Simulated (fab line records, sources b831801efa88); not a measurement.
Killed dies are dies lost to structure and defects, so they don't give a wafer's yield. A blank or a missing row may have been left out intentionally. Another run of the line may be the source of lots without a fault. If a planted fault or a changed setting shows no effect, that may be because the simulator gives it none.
Comparing a struck lot with a sound one	flow gf180mcu	37 out of 602 route steps
Sound: these wafers, L406.1, L406.2, L406.6. Struck: wafer L400.5 (L400.4, L400.6, from the same lot, were not struck and are left out); the cause is given at the end.
Per side, at each step with rows, come the tool, then ch with its chambers, and then its first start. Under that, the readings that differ: sound wafers	struck wafers	difference of the means	sigmas: that difference in standard deviations of wafers without a fault.
alike: words and numbers the same on both sides, and readings whose means are apart by under 2 such deviations; not compared: readings that were withheld, readings missing a value for some wafer, numbers with overlapping values and no deviation given by the record, and bounds like >300 which may hide the same value.
Wherever a step has rows on one side only, a row that says differs or no value, or a row with sigmas, the two part there. When numbers do not overlap yet have no deviation, they are printed without sigmas and do not part them. Lack of a reading on every wafer of one side parts them only where that side has two or more wafers.

first, 1 step without rows for these wafers: GF_M5_DEVELOP_06 (develop time 60 s).
GF_M5_CD_MEAS_07: target cd 280 nm.
  sound: cdSem-02 at day 31 06:59; struck: cdSem-01 at day 29 15:10
  alike: cdNm
GF_M5_OVL_MEAS_08:
  sound: overlay-02 at day 31 07:06; struck: overlay-01 at day 29 15:15
  alike: M5_OVL
GF_M5_ETCH_09: etches Si3N4 in CF4/O2, target depth 52 nm, time 11.6 s.
  sound on rieDiel-02 ch 1,2, day 31 07:08; struck on rieDiel-03 ch 0, day 29 15:17
reading	sound	struck	difference	sigmas
drypumpMotorCurrentA (A)	6.7 6.5 6.6	5.5	-1.1	-2
  alike: oesProductAu, throttleValvePct
  not compared: rfHoursCounterH
then, 1 step without rows for these wafers: GF_M5_METAL_ETCH_10 (etches the open film in Cl2/BCl3, stops on SiO2, target depth 627.5 nm, time 101.5 s).
GF_M5_STRIP_11: strips in O2/N2.
  sound on plasmaAsher-03 ch 0,1, day 31 07:16; struck on plasmaAsher-04 ch 0, day 29 15:26
reading	sound	struck	difference	sigmas
drypumpMotorCurrentA (A)	5.68 5.64 5.68	6.10	+0.43	+3
  alike: heaterPowerW, oesProductAu, stripTimeToEndpointS
  not compared: rfHoursCounterH
then, 3 steps without rows for these wafers: GF_M5_STRIP_12 (strips in post etch residue remover, time 1200 s); GF_M5_CLEAN_13 (cleans in DIW); GF_V5_CVD_00 (deposits SiO2, target thk 300 nm, time 50 s).
GF_V5_THK_MEAS_01:
  sound: filmMetro-04 at day 31 07:51; struck: filmMetro-04 at day 29 16:06
  alike: V5_CVD_00_THK
GF_V5_CVD_02: deposits SiO2 from TEOS, target thk 1450 nm, time 163.28 s.
  sound on pecvd-01 ch 0,2, day 31 07:55; struck on pecvd-02 ch 2, day 29 16:11
  alike: heaterPowerW
GF_V5_THK_MEAS_03:
  sound: filmMetro-03 at day 31 08:01; struck: filmMetro-04 at day 29 16:19
  alike: V5_CVD_02_THK
GF_V5_CMP_04: polishes SiO2.
  sound on cmp-01 ch 2,3, day 31 08:04; struck on cmp-02 ch 1, day 29 16:27
reading	sound	struck	difference	sigmas
model.SiO2_of_V5_CVD_02.thkNm (nm)	854.6 854.4 854.1	940.6	+86.2	
  alike: headPressurePsi, motorCurrentA
GF_V5_BOW_MEAS_05:
  sound: filmMetro-02 at day 31 08:22; struck: filmMetro-03 at day 29 16:43
  alike: V5_BOW
then, 8 steps without rows for these wafers: GF_V5_DEHYDRATE_06 (time 60 s); GF_V5_HMDS_07 (prime time 60 s); GF_V5_COAT_08; GF_V5_COAT_09 (resist thk 1000 nm); GF_V5_SOFTBAKE_10 (time 60 s); GF_V5_EXPOSE_11 (exposes mask Via5, target cd 260 nm); GF_V5_PEB_12 (peb time 90 s); GF_V5_DEVELOP_13 (develop time 60 s).
GF_V5_CD_MEAS_14: target cd 260 nm.
  sound: cdSem-01 at day 32 01:37; struck: cdSem-01 at day 30 11:11
  alike: cdNm
GF_V5_OVL_MEAS_15:
  sound: overlay-01 at day 32 01:44; struck: overlay-02 at day 30 11:16
  alike: V5_OVL
GF_V5_ETCH_16: etches BARC in N2/H2.
  sound on rieDiel-01 ch 1,3, day 32 01:46; struck on rieDiel-01 ch 0, day 30 11:19
  alike: drypumpMotorCurrentA, oesProductAu, throttleValvePct
GF_V5_ETCH_17: etches SiO2 in C4F8/O2/Ar, stops on TiN, target depth 855 nm.
  sound on rieDiel-01 ch 1,3; struck on rieDiel-01 ch 0
reading	sound	struck	difference	sigmas
oesProductAu (a.u.)	0.861 0.856 0.858	0.910	+0.052	+11
model.etch.depthNm (nm)	854.6 854.4 854.1	940.6	+86.2	
model.V5.featureDepthNm (nm)	854.6 854.4 854.1	940.6	+86.2	
then, 3 steps without rows for these wafers: GF_V5_STRIP_18 (strips in O2/N2); GF_V5_STRIP_19 (strips in post etch residue remover, time 1200 s); GF_V5_CLEAN_20 (cleans in DIW).
GF_V5_SPUTTER_21: material Ti, target thk 15 nm, time 80.02 s.
  sound: pvdSputter-03 at day 32 02:29; struck: pvdSputter-02 at day 30 12:02
reading	sound	struck	difference	sigmas
throttleValvePct (%)	29.5 29.1 29.3	30.8	+1.5	+2
then, 2 steps without rows for these wafers: GF_V5_SPUTTER_22 (material TiN, target thk 10 nm, time 40 s); GF_V5_CVD_23 (deposits W, target thk 350 nm, time 104.9 s).
GF_V5_RS_MEAS_24: measures by four-point-probe.
  sound: filmMetro-02 at day 32 02:42; struck: filmMetro-02 at day 30 12:19
  alike: V5_W_RS
GF_V5_THK_MEAS_25: measures by xrf.
  sound: filmMetro-02 at day 32 02:49; struck: filmMetro-02 at day 30 12:24
  alike: V5_W_THK
GF_V5_CMP_26: polishes, stops on SiO2, t overpolish 15 s, target thk 0 nm.
  sound on cmp-01 ch 0,2,3, day 32 02:53; struck on cmp-01 ch 2, day 30 12:26
reading	sound	struck	difference	sigmas
model.SiO2_of_V5_CVD_02.thkNm (nm)	850.9 850.6 850.3	936.8	+86.2	
  alike: headPressurePsi, motorCurrentA
then, 1 step without rows for these wafers: GF_TOP_METAL_SPUTTER_00 (material Ti, target thk 37.5 nm, time 150 s).
GF_PASSIVATION_PROBE_99:
  the record holds rows for the sound wafers here (prober-01, day 33 14:32) but none for the struck ones

WHERE THEY PART
Last at GF_PASSIVATION_PROBE_99 as far as this record goes, first at GF_M5_ETCH_09.

WHY: what had been put in by the simulator
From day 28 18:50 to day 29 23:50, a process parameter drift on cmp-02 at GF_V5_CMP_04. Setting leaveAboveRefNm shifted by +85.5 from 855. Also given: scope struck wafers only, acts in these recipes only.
